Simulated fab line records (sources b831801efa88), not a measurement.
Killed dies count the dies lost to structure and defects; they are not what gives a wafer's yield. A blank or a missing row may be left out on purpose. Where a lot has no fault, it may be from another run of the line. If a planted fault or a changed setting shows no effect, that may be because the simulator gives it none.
Which tool did it?    flow sky130    12 lots, 36 wafers sampled, at 5 steps of a route of 708

== WHAT THE GAUGES SHOWED, per wafer ==
SKY_POLY_GATE_THK_MEAS_04.
lot   measured      on             POLY_GATE_CVD_03_THK (nm)
L107  day 15 09:17  film metro-02  76.1 76.4 76.1
L112  day 16 22:44  film metro-02  73.6 73.4 74.2
L114  day 17 23:50  film metro-04  74.7 74.4 75.1
L115  day 18 11:25  film metro-04  73.9 73.8 73.8
L116  day 18 14:32  film metro-01  74.3 73.8 74.0
L120  day 19 23:33  film metro-04  73.6 74.1 73.9
L121  day 20 08:18  film metro-01  73.7 73.7 74.0
L122  day 20 09:51  film metro-02  75.2 75.4 75.6
L125  day 21 23:44  film metro-04  76.2 75.1 75.3
L127  day 22 09:12  film metro-01  75.4 75.3 75.4
L128  day 22 14:39  film metro-01  75.7 75.7 75.2
L130  day 23 11:11  film metro-02  75.0 75.2 74.8

SKY_LDD_HVP_TW_MEAS_10.
lot   measured      on             LDD_HVP_TW
L107  day 21 19:39  film metro-04  451 453 451
L112  day 23 10:39  film metro-03  448 450 451
L114  day 24 13:16  film metro-03  446 447 448
L115  day 25 02:03  film metro-03  449 450 446
L116  day 25 02:58  film metro-04  452 451 452
L120  day 26 08:04  film metro-03  402 406 406
L121  day 26 16:34  film metro-04  446 446 448
L122  day 26 17:38  film metro-04  401 403 404
L125  day 28 05:00  film metro-01  454 454 455
L127  day 28 14:25  film metro-03  443 442 443
L128  day 28 20:10  film metro-04  452 453 455
L130  day 29 13:55  film metro-03  451 447 447

SKY_POLY_CUT_OVL_MEAS_09.
lot   measured      on          POLY_CUT_OVL (nm)
L107  day 24 10:38  overlay-01  -4 -2 -9
L112  day 25 23:56  overlay-01  -4 -2 3
L114  day 27 14:38  overlay-02  12 8 7
L115  day 27 14:19  overlay-01  -6 -18 -10
L116  day 27 16:26  overlay-02  -4 -8 -2
L120  day 28 20:27  overlay-01  -4 -11 -8
L121  day 29 03:38  overlay-02  2 -4 1
L122  day 29 06:02  overlay-02  1 -3 -1
L125  day 30 15:26  overlay-01  2 6 12
L127  day 31 00:09  overlay-02  -3 -6 -5
L128  day 31 06:47  overlay-01  0 5 7
L130  day 31 22:53  overlay-02  -2 1 0

== EACH LOT AND THE TOOL THAT RAN IT (in order: tool; ch and the chambers of the sampled wafers; start) ==
lot   SKY_LDD_HVP_IMPLANT_08           SKY_LDD_LDN_STRIP_12
L107  implanter-03 ch 0, day 21 19:24  plasma asher-03 ch 1, day 23 02:39
L112  implanter-04 ch 0, day 23 10:24  plasma asher-02 ch 0,1, day 24 17:09
L114  implanter-03 ch 0, day 24 13:01  plasma asher-04 ch 0,1, day 25 19:00
L115  implanter-04 ch 0, day 25 01:50  plasma asher-04 ch 0,1, day 26 06:23
L116  implanter-03 ch 0, day 25 02:43  plasma asher-02 ch 0,1, day 26 07:31
L120  implanter-04 ch 0, day 26 07:50  plasma asher-02 ch 0,1, day 27 13:03
L121  implanter-03 ch 0, day 26 16:20  plasma asher-03 ch 0,1, day 27 22:01
L122  implanter-04 ch 0, day 26 17:23  plasma asher-02 ch 0,1, day 27 23:03
L125  implanter-03 ch 0, day 28 04:45  plasma asher-04 ch 0,1, day 29 09:36
L127  implanter-03 ch 0, day 28 14:11  plasma asher-04 ch 0,1, day 29 18:48
L128  implanter-03 ch 0, day 28 19:55  plasma asher-02 ch 0,1, day 30 00:18
L130  implanter-04 ch 0, day 29 13:40  plasma asher-03 ch 0,1, day 30 18:01
- SKY_LDD_HVP_IMPLANT_08
- SKY_LDD_LDN_STRIP_12: strips in O2/N2.

== WHAT THE TOOLS THEMSELVES READ (means of the sampled wafers that have a number; where no wafer has one, the mark that the record gives instead) ==
SKY_LDD_HVP_IMPLANT_08.
lot   tool          dose ions cm2  faraday current uA
L107  implanter-03  1.6988e+13     97.1
L112  implanter-04  1.7000e+13     96.4
L114  implanter-03  1.7000e+13     97.1
L115  implanter-04  1.6975e+13     95.9
L116  implanter-03  1.6998e+13     96.5
L120  implanter-04  1.2061e+13     67.5
L121  implanter-03  1.7003e+13     96.0
L122  implanter-04  1.2026e+13     67.6
L125  implanter-03  1.7003e+13     96.7
L127  implanter-03  1.7001e+13     96.0
L128  implanter-03  1.7016e+13     95.4
L130  implanter-04  1.6993e+13     95.5

SKY_LDD_LDN_STRIP_12.
lot   tool             chamber pressure mTorr (mTorr)  drypump motor current A (A)  oes product au (a.u.)  strip time to endpoint s (s)
L107  plasma asher-03  1499.3                          6.3                          0.713                  14.12
L112  plasma asher-02  1499.3                          6.1                          0.716                  14.22
L114  plasma asher-04  1501.1                          5.4                          0.714                  14.17
L115  plasma asher-04  1500.3                          5.5                          0.718                  14.17
L116  plasma asher-02  1501.0                          6.1                          0.718                  14.19
L120  plasma asher-02  1499.9                          6.1                          0.721                  14.16
L121  plasma asher-03  1499.7                          6.4                          0.721                  14.17
L122  plasma asher-02  1499.6                          6.1                          0.714                  14.22
L125  plasma asher-04  1499.8                          5.4                          0.711                  14.22
L127  plasma asher-04  1499.7                          5.4                          0.718                  14.12
L128  plasma asher-02  1500.7                          6.0                          0.719                  14.14
L130  plasma asher-03  1499.7                          6.5                          0.715                  14.13

== THE ANSWER, worked out from the rows above alone ==
Rule: the usual values come from the lots themselves. The widest of any qualifying gaps counts: lots, ordered by their means at a reading, are off when they make up no more than a third of the lots, leave a main group of 4 or more, and stand apart from it by 3 or more times the standard deviation of that group's means. The tables above print the reading to a certain number of digits; a main group whose means all agree to those digits is not used. Also off: a lot with no number at a reading for which 4 or more lots have one. Where the step has rows for the other lots, those lots are counted as sound. The gauges are gone through in route order, then the tools' own readings, and for those a lot's mean is taken as printed above. At the first step where some lot is off, the reading lying furthest off is the one used; lots without a number count as furthest.
Off: at SKY_LDD_HVP_TW_MEAS_10 (LDD_HVP_TW), L120, L122. For the main group the mean is 449 and the standard deviation 3.3.
A tool fits if, at a process step before that reading, it ran every lot that is off, and no sound lot after the first of them. Not tried: the gauges at SKY_LDD_HVP_TW_MEAS_10; whatever is off there is also off at SKY_LDD_HVP_IMPLANT_08, on other tools, and gauge error can't account for it. No candidate that was tried fits.

== WHAT HAD BEEN PUT IN BY THE SIMULATOR ==
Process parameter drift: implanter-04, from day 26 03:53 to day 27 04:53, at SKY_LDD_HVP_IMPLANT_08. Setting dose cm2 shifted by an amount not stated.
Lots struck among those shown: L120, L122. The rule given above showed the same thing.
